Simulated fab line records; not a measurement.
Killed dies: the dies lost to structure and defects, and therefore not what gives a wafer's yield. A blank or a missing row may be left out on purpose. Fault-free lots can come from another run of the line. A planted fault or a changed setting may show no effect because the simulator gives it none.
fab line records | flow sky130 | part 1 of 2: steps 1 to 23 of 31
record lots=5 | wafers=15 | last-day=50
route steps=708 shown VIA2@527 METAL3@532 CAPM@537
lots with no fault: from the same line, run without faults
start-h: hours from the record's opening day to when the first of the lot's shown wafers began | wait-h: hours from the lot's prior step to this one | " identical to the entry in the row above | L1.1+2: one row covering several wafers at once | - no value present, or no start provided | * or withheld: withheld | < > ~ a bound
route shown NAME@n: a module of which the file shows steps, and the number in the route of the first | usual: mean/standard deviation of fault-free wafers | same: alike in all rows | chamber/n: place in a boat | sites: per-site readings | _std_site: the values' standard deviation | _edge_site: mean of outer sites minus mean of inner sites | radius-mm: for every site, how far away it sits from the centre of the wafer | mask NAME#n: copy n | behind: the tool/chamber that last shaped the wafer | hold: the reason the lot was held/the length of the hold in hours/how it ended | device: which transistor (n, p or np) failed to switch | end of line: tests run on the same wafers once the route is complete | a step given without rows: its recipe and nothing more | killed: count of dies lost to structure and defects at first sort (not the wafer's yield) | map: a wafer's dies, x killed, . not, _ none there
set.NAME: setting as actually run; set.NAME@STEP: the setting as run at that earlier step | model.NAME: the simulator's own value behind a step, which no gauge read
lots at selected steps of the route; one table per step, one row per wafer
services: when a tool's chamber went out of use (start-h, in hours from the record's first day, below 0 if earlier), for how many hours, and the reason
## steps
# step SKY_VIA2_SPUTTER_20
# recipe material=TiN | target-thk-nm=20 | chamber-pressure-pa=5 | power-w=4000 | time-s=80
# usual chamber-pressure-pa=5.002/0.0098 | throttle-valve-pct=29.7/1
lot.wafer | tool           | chamber | start-h | wait-h | chamber-pressure-pa | throttle-valve-pct
L077.1    | pvd-sputter-04 | -       | 871.85  | 0.0    | 4.983               | 30.1
L077.2    | "              | -       | "       | "      | 5.004               | 27.3
L077.6    | "              | -       | "       | "      | 5.008               | 29.2
L080.4    | pvd-sputter-04 | -       | 893.25  | 0.0    | 5.005               | 27.6
L080.5    | "              | -       | "       | "      | 5.004               | 29.9
L080.6    | "              | -       | "       | "      | 4.997               | 29.5
L087.1    | pvd-sputter-03 | -       | 950.59  | 0.0    | 5.003               | 30.2
L087.4    | "              | -       | "       | "      | 4.995               | 31.5
L087.5    | "              | -       | "       | "      | 5.002               | 30.2
L088.1    | pvd-sputter-01 | -       | 958.12  | 0.0    | 5.006               | 28.7
L088.3    | "              | -       | "       | "      | 4.998               | 29.4
L088.5    | "              | -       | "       | "      | 5.002               | 30.0
L094.1    | pvd-sputter-03 | -       | 995.32  | 0.0    | 4.978               | 31.1
L094.3    | "              | -       | "       | "      | 4.993               | 30.2
L094.5    | "              | -       | "       | "      | 5.008               | 30.3
# step SKY_VIA2_CVD_21
# recipe material=W | target-thk-nm=420 | time-s=126.4 | temp-c=400 | pressure-torr=40
# usual heater-power-w=897/79
lot.wafer | tool     | chamber | start-h | wait-h | heater-power-w
L077.1    | cvd-w-02 | 1       | 871.91  | 0.0    | 891
L077.2    | "        | 1       | "       | "      | 863
L077.6    | "        | 1       | "       | "      | 899
L080.4    | cvd-w-01 | 1       | 893.35  | 0.1    | 898
L080.5    | "        | 0       | "       | "      | 821
L080.6    | "        | 1       | "       | "      | 885
L087.1    | cvd-w-02 | 1       | 950.65  | 0.0    | 888
L087.4    | "        | 1       | "       | "      | 884
L087.5    | "        | 1       | "       | "      | 888
L088.1    | cvd-w-02 | 1       | 958.18  | 0.0    | 890
L088.3    | "        | 0       | "       | "      | 992
L088.5    | "        | 1       | "       | "      | 886
L094.1    | cvd-w-02 | 0       | 995.38  | 0.0    | 1031
L094.3    | "        | 1       | "       | "      | 878
L094.5    | "        | 1       | "       | "      | 863
# step SKY_VIA2_RS_MEAS_22
# recipe thk-meas-gauge=four-point-probe | reads=W_of_VIA2_CVD_21+TiN_of_VIA2_SPUTTER_20
# usual VIA2_W_RS=0.275/0.0035
lot.wafer | tool          | chamber | start-h | wait-h | VIA2_W_RS[ohm/sq]
L077.1    | film-metro-03 | -       | 872.17  | 0.2    | 0.272
L077.2    | "             | -       | "       | "      | 0.274
L077.6    | "             | -       | "       | "      | 0.276
L080.4    | film-metro-03 | -       | 893.50  | 0.1    | 0.276
L080.5    | "             | -       | "       | "      | 0.275
L080.6    | "             | -       | "       | "      | 0.275
L087.1    | film-metro-04 | -       | 950.78  | 0.1    | 0.281
L087.4    | "             | -       | "       | "      | 0.282
L087.5    | "             | -       | "       | "      | 0.283
L088.1    | film-metro-04 | -       | 958.31  | 0.1    | 0.277
L088.3    | "             | -       | "       | "      | 0.275
L088.5    | "             | -       | "       | "      | 0.279
L094.1    | film-metro-04 | -       | 995.51  | 0.1    | 0.277
L094.3    | "             | -       | "       | "      | 0.278
L094.5    | "             | -       | "       | "      | 0.277
# step SKY_VIA2_THK_MEAS_23
# recipe thk-meas-gauge=xrf | reads=W_of_VIA2_CVD_21
# usual VIA2_W_THK=409/7.5
lot.wafer | tool          | chamber | start-h | wait-h | VIA2_W_THK[nm]
L077.1    | film-metro-03 | -       | 872.29  | 0.1    | 410
L077.2    | "             | -       | "       | "      | 407
L077.6    | "             | -       | "       | "      | 405
L080.4    | film-metro-03 | -       | 893.59  | 0.1    | 405
L080.5    | "             | -       | "       | "      | 406
L080.6    | "             | -       | "       | "      | 403
L087.1    | film-metro-04 | -       | 950.90  | 0.1    | 400
L087.4    | "             | -       | "       | "      | 400
L087.5    | "             | -       | "       | "      | 396
L088.1    | film-metro-04 | -       | 958.43  | 0.1    | 404
L088.3    | "             | -       | "       | "      | 413
L088.5    | "             | -       | "       | "      | 399
L094.1    | film-metro-04 | -       | 995.63  | 0.1    | 408
L094.3    | "             | -       | "       | "      | 411
L094.5    | "             | -       | "       | "      | 408
# step SKY_VIA2_CMP_24
# recipe stop-on=SiO2 | t-overpolish-s=20 | down-force-psi=3.5 | platen-rpm=60 | target-thk-nm=0 | pad-velocity-m-s=0.94248
# usual motor-current-A=11.2/0.94 | overpolish-run-s=20.000/0.009 | time-to-endpoint-s=101/4
lot.wafer | tool   | chamber | start-h | wait-h | motor-current-A | overpolish-run-s | time-to-endpoint-s
L077.1    | cmp-01 | 2       | 872.35  | 0.1    | 10.9            | 20.013           | 108
L077.2    | "      | 3       | "       | "      | 11.3            | 20.007           | 105
L077.6    | "      | 2       | "       | "      | 11.2            | 20.025           | 108
L080.4    | cmp-02 | 0       | 893.67  | 0.1    | 12.0            | 20.023           | 96
L080.5    | "      | 3       | "       | "      | 10.0            | 20.015           | 102
L080.6    | "      | 0       | "       | "      | 11.1            | 20.013           | 99
L087.4    | cmp-01 | 1       | 951.01  | 0.1    | 10.9            | 20.004           | 96
L087.1    | "      | 3       | "       | "      | 11.0            | 20.002           | 101
L087.5    | "      | 1       | "       | "      | 10.5            | 19.992           | 97
L088.3    | cmp-02 | 0       | 958.64  | 0.2    | 11.4            | 20.008           | 95
L088.1    | "      | 2       | "       | "      | 10.4            | 20.003           | 99
L088.5    | "      | 3       | "       | "      | 10.1            | 19.990           | 100
L094.3    | cmp-01 | 3       | 995.69  | 0.0    | 10.4            | 20.009           | 103
L094.1    | "      | 0       | "       | "      | 10.6            | 20.003           | 100
L094.5    | "      | 0       | "       | "      | 10.8            | 20.019           | 105
# step SKY_METAL3_SPUTTER_00
# recipe material=Ti | target-thk-nm=15 | power-w=3000 | time-s=10 | chamber-pressure-pa=0.4
# usual chamber-pressure-pa=0.4001/0.00075 | throttle-valve-pct=29.8/1.2
lot.wafer | tool           | chamber | start-h | wait-h | chamber-pressure-pa | throttle-valve-pct
L077.1    | pvd-sputter-03 | -       | 872.65  | 0.2    | 0.4006              | 31.1
L077.2    | "              | -       | "       | "      | 0.4006              | 31.1
L077.6    | "              | -       | "       | "      | 0.3997              | 31.1
L080.4    | pvd-sputter-02 | -       | 893.92  | 0.2    | 0.4004              | 29.2
L080.5    | "              | -       | "       | "      | 0.3995              | 31.1
L080.6    | "              | -       | "       | "      | 0.4001              | 29.1
L087.1    | pvd-sputter-02 | -       | 951.26  | 0.1    | 0.3997              | 29.7
L087.4    | "              | -       | "       | "      | 0.3995              | 27.8
L087.5    | "              | -       | "       | "      | 0.3992              | 29.9
L088.1    | pvd-sputter-03 | -       | 958.89  | 0.1    | 0.3999              | 31.5
L088.3    | "              | -       | "       | "      | 0.4009              | 30.3
L088.5    | "              | -       | "       | "      | 0.3996              | 31.2
L094.1    | pvd-sputter-04 | -       | 995.99  | 0.2    | 0.3996              | 29.3
L094.3    | "              | -       | "       | "      | 0.4005              | 30.2
L094.5    | "              | -       | "       | "      | 0.3989              | 29.2
# step SKY_METAL3_SPUTTER_01
# recipe material=TiN | target-thk-nm=20 | power-w=6500 | time-s=16.7 | chamber-pressure-pa=0.4
# usual chamber-pressure-pa=0.3999/0.00073 | throttle-valve-pct=29.8/1.2
lot.wafer | tool           | chamber | start-h | wait-h | chamber-pressure-pa | throttle-valve-pct
L077.1    | pvd-sputter-03 | -       | 872.67  | 0.0    | 0.3989              | 31.1
L077.2    | "              | -       | "       | "      | 0.4001              | 31.3
L077.6    | "              | -       | "       | "      | 0.3994              | 31.3
L080.4    | pvd-sputter-02 | -       | 893.94  | 0.0    | 0.4004              | 29.1
L080.5    | "              | -       | "       | "      | 0.4018              | 31.1
L080.6    | "              | -       | "       | "      | 0.4005              | 29.3
L087.1    | pvd-sputter-02 | -       | 951.28  | 0.0    | 0.3986              | 29.3
L087.4    | "              | -       | "       | "      | 0.3997              | 28.0
L087.5    | "              | -       | "       | "      | 0.4001              | 30.1
L088.1    | pvd-sputter-03 | -       | 958.91  | 0.0    | 0.3996              | 31.1
L088.3    | "              | -       | "       | "      | 0.3999              | 30.2
L088.5    | "              | -       | "       | "      | 0.3995              | 31.4
L094.1    | pvd-sputter-04 | -       | 996.01  | 0.0    | 0.3994              | 29.2
L094.3    | "              | -       | "       | "      | 0.4003              | 30.0
L094.5    | "              | -       | "       | "      | 0.4004              | 29.3
# step SKY_METAL3_SPUTTER_02
# recipe material=AlCu | target-thk-nm=735 | power-w=10600 | time-s=39.1 | chamber-pressure-pa=0.4
# usual chamber-pressure-pa=0.4001/0.0007 | throttle-valve-pct=29.8/1.2
lot.wafer | tool           | chamber | start-h | wait-h | chamber-pressure-pa | throttle-valve-pct
L077.1    | pvd-sputter-03 | -       | 872.70  | 0.0    | 0.4022              | 31.4
L077.2    | "              | -       | "       | "      | 0.3993              | 31.2
L077.6    | "              | -       | "       | "      | 0.4003              | 31.4
L080.4    | pvd-sputter-02 | -       | 893.97  | 0.0    | 0.4006              | 29.1
L080.5    | "              | -       | "       | "      | 0.4002              | 31.0
L080.6    | "              | -       | "       | "      | 0.3995              | 29.1
L087.1    | pvd-sputter-02 | -       | 951.31  | 0.0    | 0.3995              | 29.2
L087.4    | "              | -       | "       | "      | 0.3996              | 27.7
L087.5    | "              | -       | "       | "      | 0.4007              | 30.2
L088.1    | pvd-sputter-03 | -       | 958.94  | 0.0    | 0.3999              | 31.3
L088.3    | "              | -       | "       | "      | 0.3995              | 30.2
L088.5    | "              | -       | "       | "      | 0.4003              | 31.4
L094.1    | pvd-sputter-04 | -       | 996.04  | 0.0    | 0.4005              | 29.1
L094.3    | "              | -       | "       | "      | 0.4002              | 30.0
L094.5    | "              | -       | "       | "      | 0.4001              | 29.5
# step SKY_METAL3_SPUTTER_03
# recipe material=Ti | target-thk-nm=5 | power-w=3000 | time-s=3.3 | chamber-pressure-pa=0.4
# usual chamber-pressure-pa=0.4001/0.0008 | throttle-valve-pct=29.8/1.2
lot.wafer | tool           | chamber | start-h | wait-h | chamber-pressure-pa | throttle-valve-pct
L077.1    | pvd-sputter-03 | -       | 872.74  | 0.0    | 0.3998              | 31.3
L077.2    | "              | -       | "       | "      | 0.4012              | 31.3
L077.6    | "              | -       | "       | "      | 0.4012              | 31.0
L080.4    | pvd-sputter-02 | -       | 894.00  | 0.0    | 0.4001              | 29.1
L080.5    | "              | -       | "       | "      | 0.4000              | 31.2
L080.6    | "              | -       | "       | "      | 0.4001              | 29.4
L087.1    | pvd-sputter-02 | -       | 951.35  | 0.0    | 0.4001              | 29.1
L087.4    | "              | -       | "       | "      | 0.4003              | 28.1
L087.5    | "              | -       | "       | "      | 0.4005              | 30.2
L088.1    | pvd-sputter-03 | -       | 958.98  | 0.0    | 0.3990              | 31.3
L088.3    | "              | -       | "       | "      | 0.4007              | 30.1
L088.5    | "              | -       | "       | "      | 0.4015              | 31.4
L094.1    | pvd-sputter-04 | -       | 996.08  | 0.0    | 0.3999              | 29.0
L094.3    | "              | -       | "       | "      | 0.3991              | 30.3
L094.5    | "              | -       | "       | "      | 0.4005              | 29.5
# step SKY_METAL3_SPUTTER_04
# recipe material=TiN | target-thk-nm=70 | power-w=6500 | time-s=58.3 | chamber-pressure-pa=0.4
# usual chamber-pressure-pa=0.4000/0.00085 | throttle-valve-pct=29.8/1.2
lot.wafer | tool           | chamber | start-h | wait-h | chamber-pressure-pa | throttle-valve-pct
L077.1    | pvd-sputter-03 | -       | 872.75  | 0.0    | 0.3989              | 31.5
L077.2    | "              | -       | "       | "      | 0.3996              | 31.4
L077.6    | "              | -       | "       | "      | 0.3999              | 31.2
L080.4    | pvd-sputter-02 | -       | 894.02  | 0.0    | 0.4002              | 29.2
L080.5    | "              | -       | "       | "      | 0.3999              | 31.1
L080.6    | "              | -       | "       | "      | 0.4003              | 29.0
L087.1    | pvd-sputter-02 | -       | 951.36  | 0.0    | 0.3984              | 29.5
L087.4    | "              | -       | "       | "      | 0.4006              | 28.0
L087.5    | "              | -       | "       | "      | 0.3988              | 30.1
L088.1    | pvd-sputter-03 | -       | 959.00  | 0.0    | 0.3997              | 31.1
L088.3    | "              | -       | "       | "      | 0.3982              | 30.3
L088.5    | "              | -       | "       | "      | 0.3998              | 31.2
L094.1    | pvd-sputter-04 | -       | 996.09  | 0.0    | 0.4000              | 29.5
L094.3    | "              | -       | "       | "      | 0.4005              | 29.8
L094.5    | "              | -       | "       | "      | 0.4002              | 29.2
# step SKY_CAPM_CVD_00
# recipe material=SiO2 | target-thk-nm=15.5 | temp-c=400 | time-s=withheld | rf-w=450
# usual heater-power-w=733/82
lot.wafer | tool     | chamber | start-h | wait-h | heater-power-w
L077.1    | pecvd-04 | 1       | 872.80  | 0.0    | 761
L077.2    | "        | 0       | "       | "      | 653
L077.6    | "        | 0       | "       | "      | 643
L080.4    | pecvd-02 | 0       | 894.08  | 0.0    | 871
L080.5    | "        | 2       | "       | "      | 582
L080.6    | "        | 1       | "       | "      | 621
L087.1    | pecvd-01 | 0       | 951.41  | 0.0    | 865
L087.4    | "        | 0       | "       | "      | 870
L087.5    | "        | 1       | "       | "      | 794
L088.1    | pecvd-01 | 1       | 959.05  | 0.0    | 789
L088.3    | "        | 0       | "       | "      | 870
L088.5    | "        | 1       | "       | "      | 791
L094.1    | pecvd-04 | 2       | 996.14  | 0.0    | 756
L094.3    | "        | 1       | "       | "      | 797
L094.5    | "        | 1       | "       | "      | 777
# step SKY_CAPM_THK_MEAS_01
# recipe reads=SiO2_of_CAPM_CVD_00
# usual CAPM_CVD_00_THK=15.47/0.27
lot.wafer | tool          | chamber | start-h | wait-h | CAPM_CVD_00_THK[nm]
L077.1    | film-metro-03 | -       | 872.84  | -      | 15.08
L077.2    | "             | -       | "       | "      | 15.13
L077.6    | "             | -       | "       | "      | 15.29
L080.4    | film-metro-01 | -       | 894.12  | -      | 15.70
L080.5    | "             | -       | "       | "      | 15.86
L080.6    | "             | -       | "       | "      | 15.78
L087.1    | film-metro-02 | -       | 951.44  | -      | 15.15
L087.4    | "             | -       | "       | "      | 15.50
L087.5    | "             | -       | "       | "      | 15.38
L088.1    | film-metro-01 | -       | 959.07  | -      | 15.24
L088.3    | "             | -       | "       | "      | 15.53
L088.5    | "             | -       | "       | "      | 15.61
L094.1    | film-metro-03 | -       | 996.16  | -      | 15.43
L094.3    | "             | -       | "       | "      | 15.19
L094.5    | "             | -       | "       | "      | 15.67
# step SKY_CAPM_SPUTTER_02
# recipe material=TiN | target-thk-nm=200 | temp-c=300 | power-w=6500 | time-s=166.7 | chamber-pressure-pa=0.4
# usual chamber-pressure-pa=0.3999/0.00087 | throttle-valve-pct=29.8/1
lot.wafer | tool           | chamber | start-h | wait-h | chamber-pressure-pa | throttle-valve-pct
L077.1    | pvd-sputter-01 | -       | 872.90  | 0.1    | 0.3984              | 29.6
L077.2    | "              | -       | "       | "      | 0.4006              | 29.7
L077.6    | "              | -       | "       | "      | 0.4006              | 29.6
L080.4    | pvd-sputter-03 | -       | 894.15  | 0.0    | 0.3999              | 30.2
L080.5    | "              | -       | "       | "      | 0.4013              | 30.2
L080.6    | "              | -       | "       | "      | 0.3978              | 31.1
L087.1    | pvd-sputter-01 | -       | 951.50  | 0.1    | 0.4005              | 29.0
L087.4    | "              | -       | "       | "      | 0.4008              | 28.3
L087.5    | "              | -       | "       | "      | 0.4027              | 29.0
L088.1    | pvd-sputter-01 | -       | 959.13  | 0.1    | 0.4005              | 29.5
L088.3    | "              | -       | "       | "      | 0.3989              | 28.5
L088.5    | "              | -       | "       | "      | 0.4006              | 29.7
L094.1    | pvd-sputter-01 | -       | 996.22  | 0.1    | 0.4002              | 29.5
L094.3    | "              | -       | "       | "      | 0.3991              | 28.6
L094.5    | "              | -       | "       | "      | 0.4001              | 29.5
# step SKY_CAPM_RS_MEAS_03
# recipe thk-meas-gauge=four-point-probe | reads=TiN_of_CAPM_SPUTTER_02
# usual CAPM_TIN_RS=6.91/0.095
lot.wafer | tool          | chamber | start-h | wait-h | CAPM_TIN_RS[ohm/sq]
L077.1    | film-metro-02 | -       | 873.01  | 0.1    | 6.85
L077.2    | "             | -       | "       | "      | 6.90
L077.6    | "             | -       | "       | "      | 6.93
L080.4    | film-metro-03 | -       | 894.32  | 0.1    | 6.84
L080.5    | "             | -       | "       | "      | 6.91
L080.6    | "             | -       | "       | "      | 6.91
L087.1    | film-metro-03 | -       | 951.60  | 0.1    | 6.94
L087.4    | "             | -       | "       | "      | 6.93
L087.5    | "             | -       | "       | "      | 6.93
L088.1    | film-metro-01 | -       | 959.24  | 0.1    | 6.95
L088.3    | "             | -       | "       | "      | 6.86
L088.5    | "             | -       | "       | "      | 6.93
L094.1    | film-metro-03 | -       | 996.39  | 0.1    | 6.86
L094.3    | "             | -       | "       | "      | 6.81
L094.5    | "             | -       | "       | "      | 6.93
# step SKY_CAPM_THK_MEAS_04
# recipe thk-meas-gauge=xrf | reads=TiN_of_CAPM_SPUTTER_02
# usual CAPM_TIN_THK=201.1/2.9
lot.wafer | tool          | chamber | start-h | wait-h | CAPM_TIN_THK[nm]
L077.1    | film-metro-02 | -       | 873.13  | 0.1    | 203.6
L077.2    | "             | -       | "       | "      | 203.1
L077.6    | "             | -       | "       | "      | 201.4
L080.4    | film-metro-03 | -       | 894.41  | 0.1    | 204.1
L080.5    | "             | -       | "       | "      | 201.7
L080.6    | "             | -       | "       | "      | 201.0
L087.1    | film-metro-03 | -       | 951.72  | 0.1    | 198.3
L087.4    | "             | -       | "       | "      | 200.2
L087.5    | "             | -       | "       | "      | 200.0
L088.1    | film-metro-01 | -       | 959.36  | 0.1    | 198.8
L088.3    | "             | -       | "       | "      | 202.0
L088.5    | "             | -       | "       | "      | 200.0
L094.1    | film-metro-03 | -       | 996.51  | 0.1    | 203.0
L094.3    | "             | -       | "       | "      | 203.0
L094.5    | "             | -       | "       | "      | 199.5
# step SKY_CAPM_DEHYDRATE_05
# recipe temp-c=200 | time-s=60
# usual exhaust-pa=45.0/0.83 | resist-line-temp-C=22.99/0.091
lot.wafer | tool           | chamber | start-h | wait-h | exhaust-pa | resist-line-temp-C
L077.1    | litho-track-01 | 0       | 884.91  | 11.8   | 44.2       | 23.01
L077.2    | "              | 0       | "       | "      | 43.4       | 23.02
L077.6    | "              | 0       | "       | "      | 43.5       | 22.99
L080.4    | litho-track-01 | 0       | 907.23  | 12.8   | 45.8       | 22.97
L080.5    | "              | 0       | "       | "      | 44.9       | 22.99
L080.6    | "              | 0       | "       | "      | 44.1       | 22.94
L087.1    | litho-track-02 | 0       | 963.56  | 11.8   | 43.8       | 22.95
L087.4    | "              | 0       | "       | "      | 45.3       | 23.04
L087.5    | "              | 0       | "       | "      | 45.1       | 23.16
L088.1    | litho-track-02 | 0       | 970.86  | 11.5   | 44.4       | 22.97
L088.3    | "              | 0       | "       | "      | 45.1       | 22.97
L088.5    | "              | 0       | "       | "      | 45.9       | 23.00
L094.1    | litho-track-02 | 0       | 1007.26 | 10.7   | 43.5       | 23.05
L094.3    | "              | 0       | "       | "      | 44.4       | 22.92
L094.5    | "              | 0       | "       | "      | 43.7       | 22.97
# step SKY_CAPM_HMDS_06
# recipe prime-time-s=60 | prime-temp-c=120
# usual exhaust-pa=44.9/0.93 | resist-line-temp-C=22.98/0.1
lot.wafer | tool           | chamber | start-h | wait-h | exhaust-pa | resist-line-temp-C
L077.1    | litho-track-01 | 0       | 885.06  | 0.1    | 44.5       | 22.94
L077.2    | "              | 0       | "       | "      | 44.4       | 22.95
L077.6    | "              | 0       | "       | "      | 44.3       | 22.90
L080.4    | litho-track-01 | 0       | 907.38  | 0.1    | 44.1       | 23.09
L080.5    | "              | 0       | "       | "      | 45.8       | 23.03
L080.6    | "              | 0       | "       | "      | 44.2       | 22.91
L087.1    | litho-track-02 | 0       | 963.71  | 0.1    | 45.4       | 22.84
L087.4    | "              | 0       | "       | "      | 43.4       | 22.88
L087.5    | "              | 0       | "       | "      | 44.7       | 22.74
L088.1    | litho-track-02 | 0       | 971.01  | 0.1    | 45.0       | 23.06
L088.3    | "              | 0       | "       | "      | 44.5       | 22.82
L088.5    | "              | 0       | "       | "      | 45.0       | 22.84
L094.1    | litho-track-02 | 0       | 1007.41 | 0.1    | 44.7       | 22.92
L094.3    | "              | 0       | "       | "      | 44.5       | 22.87
L094.5    | "              | 0       | "       | "      | 45.7       | 23.12
# step SKY_CAPM_COAT_07
# recipe resist=NOVOLAK | spin-rpm=3000 | resist-thk-nm=1140
# usual exhaust-pa=44.9/1 | resist-line-temp-C=23.00/0.097
lot.wafer | tool           | chamber | start-h | wait-h | exhaust-pa | resist-line-temp-C
L077.1    | litho-track-01 | 0       | 885.21  | 0.1    | 44.2       | 23.04
L077.2    | "              | 0       | "       | "      | 44.8       | 23.11
L077.6    | "              | 0       | "       | "      | 45.5       | 23.01
L080.4    | litho-track-01 | 0       | 907.53  | 0.1    | 45.2       | 23.03
L080.5    | "              | 0       | "       | "      | 43.3       | 22.94
L080.6    | "              | 0       | "       | "      | 43.9       | 23.01
L087.1    | litho-track-02 | 0       | 963.86  | 0.1    | 43.4       | 23.04
L087.4    | "              | 0       | "       | "      | 45.2       | 23.07
L087.5    | "              | 0       | "       | "      | 45.8       | 22.97
L088.1    | litho-track-02 | 0       | 971.16  | 0.1    | 44.2       | 23.01
L088.3    | "              | 0       | "       | "      | 42.6       | 22.96
L088.5    | "              | 0       | "       | "      | 44.2       | 22.87
L094.1    | litho-track-02 | 0       | 1007.56 | 0.1    | 44.1       | 22.95
L094.3    | "              | 0       | "       | "      | 44.4       | 22.95
L094.5    | "              | 0       | "       | "      | 45.1       | 22.86
# step SKY_CAPM_SOFTBAKE_08
# recipe temp-c=90 | time-s=60 | resist=NOVOLAK
# usual exhaust-pa=45.0/0.87 | resist-line-temp-C=22.99/0.098
lot.wafer | tool           | chamber | start-h | wait-h | exhaust-pa | resist-line-temp-C
L077.1    | litho-track-01 | 0       | 885.36  | 0.1    | 45.4       | 23.03
L077.2    | "              | 0       | "       | "      | 45.5       | 23.14
L077.6    | "              | 0       | "       | "      | 44.7       | 23.08
L080.4    | litho-track-01 | 0       | 907.68  | 0.1    | 46.3       | 22.82
L080.5    | "              | 0       | "       | "      | 46.9       | 22.89
L080.6    | "              | 0       | "       | "      | 45.1       | 23.06
L087.1    | litho-track-02 | 0       | 964.01  | 0.1    | 44.7       | 23.04
L087.4    | "              | 0       | "       | "      | 45.3       | 22.87
L087.5    | "              | 0       | "       | "      | 43.1       | 23.01
L088.1    | litho-track-02 | 0       | 971.31  | 0.1    | 44.7       | 22.95
L088.3    | "              | 0       | "       | "      | 46.0       | 23.18
L088.5    | "              | 0       | "       | "      | 44.8       | 23.03
L094.1    | litho-track-02 | 0       | 1007.71 | 0.1    | 46.4       | 22.85
L094.3    | "              | 0       | "       | "      | 45.2       | 22.85
L094.5    | "              | 0       | "       | "      | 43.7       | 23.03
# step SKY_CAPM_EXPOSE_09
# recipe mask-id=CAPM | na=0.6 | source-shape=conventional | sigma-outer=0.6 | polarization=unpolarized | target-cd-nm=1000 | dose-mj=159
# usual stage-vel-mm-s=500.00/0.28
# same sigma-outer=0.6
lot.wafer | tool             | chamber | start-h | wait-h | mask   | stage-vel-mm-s
L077.1    | iline-stepper-01 | 0       | -       | -      | CAPM#0 | 500.41
L077.2    | "                | 0       | "       | "      | CAPM#0 | 499.66
L077.6    | "                | 0       | "       | "      | CAPM#0 | 499.94
L080.4    | iline-stepper-02 | 0       | -       | -      | CAPM#0 | 500.39
L080.5    | "                | 0       | "       | "      | CAPM#0 | 500.11
L080.6    | "                | 0       | "       | "      | CAPM#0 | 500.77
L087.1    | iline-stepper-01 | 0       | -       | -      | CAPM#0 | 499.79
L087.4    | "                | 0       | "       | "      | CAPM#0 | 499.77
L087.5    | "                | 0       | "       | "      | CAPM#0 | 500.19
L088.1    | iline-stepper-02 | 0       | -       | -      | CAPM#0 | 500.09
L088.3    | "                | 0       | "       | "      | CAPM#0 | 500.11
L088.5    | "                | 0       | "       | "      | CAPM#0 | 499.84
L094.1    | iline-stepper-01 | 0       | -       | -      | CAPM#0 | 499.80
L094.3    | "                | 0       | "       | "      | CAPM#0 | 499.88
L094.5    | "                | 0       | "       | "      | CAPM#0 | 499.72
# step SKY_CAPM_PEB_10
# recipe temp-c=withheld | time-s=* | resist=NOVOLAK
# usual exhaust-pa=44.9/0.85 | resist-line-temp-C=*
lot.wafer | tool           | chamber | start-h | wait-h | exhaust-pa | resist-line-temp-C
L077.1    | litho-track-03 | 0       | -       | -      | 44.9       | *
L077.2    | "              | 0       | "       | "      | 46.1       | *
L077.6    | "              | 0       | "       | "      | 45.4       | *
L080.4    | litho-track-03 | 0       | -       | -      | 45.4       | *
L080.5    | "              | 0       | "       | "      | 43.8       | *
L080.6    | "              | 0       | "       | "      | 45.4       | *
L087.1    | litho-track-02 | 0       | -       | -      | 45.9       | *
L087.4    | "              | 0       | "       | "      | 45.5       | *
L087.5    | "              | 0       | "       | "      | 45.4       | *
L088.1    | litho-track-01 | 0       | -       | -      | 44.8       | *
L088.3    | "              | 0       | "       | "      | 44.9       | *
L088.5    | "              | 0       | "       | "      | 46.0       | *
L094.1    | litho-track-02 | 0       | -       | -      | 44.4       | *
L094.3    | "              | 0       | "       | "      | 46.1       | *
L094.5    | "              | 0       | "       | "      | 45.1       | *
# step SKY_CAPM_DEVELOP_11
# recipe resist=NOVOLAK | developer=TMAH | develop-time-s=60 | dev-temp-c=23
# usual exhaust-pa=45.2/0.75 | resist-line-temp-C=22.97/0.11
lot.wafer | tool           | chamber | start-h | wait-h | exhaust-pa | resist-line-temp-C
L077.1    | litho-track-03 | 0       | 898.12  | 0.1    | 46.8       | 22.83
L077.2    | "              | 0       | "       | "      | 47.5       | 22.77
L077.6    | "              | 0       | "       | "      | 45.6       | 23.03
L080.4    | litho-track-03 | 0       | 920.04  | 0.1    | 46.4       | 22.90
L080.5    | "              | 0       | "       | "      | 45.2       | 22.87
L080.6    | "              | 0       | "       | "      | 45.5       | 22.97
L087.1    | litho-track-02 | 0       | 974.71  | 0.1    | 45.1       | 23.03
L087.4    | "              | 0       | "       | "      | 44.4       | 22.92
L087.5    | "              | 0       | "       | "      | 45.0       | 22.98
L088.1    | litho-track-01 | 0       | 983.41  | 0.1    | 44.8       | 23.09
L088.3    | "              | 0       | "       | "      | 44.9       | 23.10
L088.5    | "              | 0       | "       | "      | 44.5       | 23.03
L094.1    | litho-track-02 | 0       | 1019.46 | 0.1    | 46.2       | 22.85
L094.3    | "              | 0       | "       | "      | 44.1       | 22.97
L094.5    | "              | 0       | "       | "      | 45.7       | 22.94
# step SKY_CAPM_OVL_MEAS_12
# usual CAPM_OVL=0.1/1.3
lot.wafer | tool       | chamber | start-h | wait-h | CAPM_OVL[nm]
L077.1    | overlay-01 | -       | 898.27  | 0.1    | 1.9
L077.2    | "          | -       | "       | "      | 2.2
L077.6    | "          | -       | "       | "      | 2.0
L080.4    | overlay-01 | -       | 920.14  | 0.1    | -2.9
L080.5    | "          | -       | "       | "      | -2.3
L080.6    | "          | -       | "       | "      | -0.6
L087.1    | overlay-02 | -       | 974.87  | 0.1    | 0.2
L087.4    | "          | -       | "       | "      | -0.4
L087.5    | "          | -       | "       | "      | 0.4
L088.1    | overlay-01 | -       | 983.56  | 0.1    | 0.7
L088.3    | "          | -       | "       | "      | 0.8
L088.5    | "          | -       | "       | "      | 0.2
L094.1    | overlay-01 | -       | 1019.61 | 0.1    | -0.2
L094.3    | "          | -       | "       | "      | -0.5
L094.5    | "          | -       | "       | "      | 1.2
